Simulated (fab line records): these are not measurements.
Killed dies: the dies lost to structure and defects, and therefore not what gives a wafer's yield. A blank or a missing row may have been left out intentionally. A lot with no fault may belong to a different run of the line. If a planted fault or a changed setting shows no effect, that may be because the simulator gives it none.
Which tool was responsible? -- flow gf180mcu -- 33 wafers from 11 lots sampled at 2 of the route's 602 steps

== WHAT THE GAUGES READ, wafer by wafer ==
GF_V5_RS_MEAS_24: measures by four-point-probe.
lot,measured,on,V5_W_RS (ohm/sq)
L670,day 27 13:59,film-metro-03,0.3191 0.3280 0.3238
L671,day 27 14:37,film-metro-03,0.3225 0.3271 0.3259
L673,day 28 11:17,film-metro-01,0.3277 0.3254 0.3249
L672,day 28 11:59,film-metro-01,0.3356 0.3280 0.3373
L674,day 28 13:22,film-metro-02,0.3308 0.3280 0.3309
L680,day 30 05:38,film-metro-03,0.3283 0.3287 0.3282
L681,day 30 16:18,film-metro-02,0.3302 0.3247 0.3252
L686,day 31 21:13,film-metro-02,0.3256 0.3270 0.3271
L689,day 32 17:16,film-metro-02,0.3240 0.3261 0.3265
L690,day 32 22:39,film-metro-01,0.3262 0.3287 0.3275
L691,day 33 05:58,film-metro-01,0.3293 0.3289 0.3290

== WHAT TOOL EACH LOT RAN ON (gives the tool, then ch and the chambers of the sampled wafers, and finally the start) ==
lot,GF_M5_ETCH_09
L670,"rie-diel-02 ch 1,2, day 26 14:39"
L671,"rie-diel-04 ch 0,1,2, day 26 15:54"
L673,"rie-diel-04 ch 0,2, day 27 13:17"
L672,"rie-diel-02 ch 1,2, day 27 13:26"
L674,"rie-diel-04 ch 0,1,3, day 27 15:09"
L680,"rie-diel-04 ch 1,2, day 29 08:35"
L681,"rie-diel-02 ch 1,2, day 29 19:45"
L686,"rie-diel-01 ch 1,2, day 31 01:15"
L689,"rie-diel-01 ch 1, day 31 21:42"
L690,"rie-diel-04 ch 0,1, day 32 03:57"
L691,"rie-diel-04 ch 0,2,3, day 32 11:21"
- GF_M5_ETCH_09: etches Si3N4 in CF4/O2, target depth 52 nm, time 11.6 s.

== THE ANSWER, worked out from the rows above alone ==
Rule: the usual values come from the lots themselves. Put in order of their means at a reading, lots are off if they are a third of the lots or fewer, leave a main group of 4 or more, and stand apart from it by a gap of 3 or more times the standard deviation of the main group's means; of several such gaps the widest counts. The tables above print the reading to a certain number of digits; a main group whose means all agree to those digits is not used. A lot without any number at a reading at which 4 lots or more have one is off too. Any other lot the step has rows for is counted as sound.
Across all readings shown, no lot is off: no conclusion can be drawn from this.

== WHAT HAD BEEN PUT IN BY THE SIMULATOR ==
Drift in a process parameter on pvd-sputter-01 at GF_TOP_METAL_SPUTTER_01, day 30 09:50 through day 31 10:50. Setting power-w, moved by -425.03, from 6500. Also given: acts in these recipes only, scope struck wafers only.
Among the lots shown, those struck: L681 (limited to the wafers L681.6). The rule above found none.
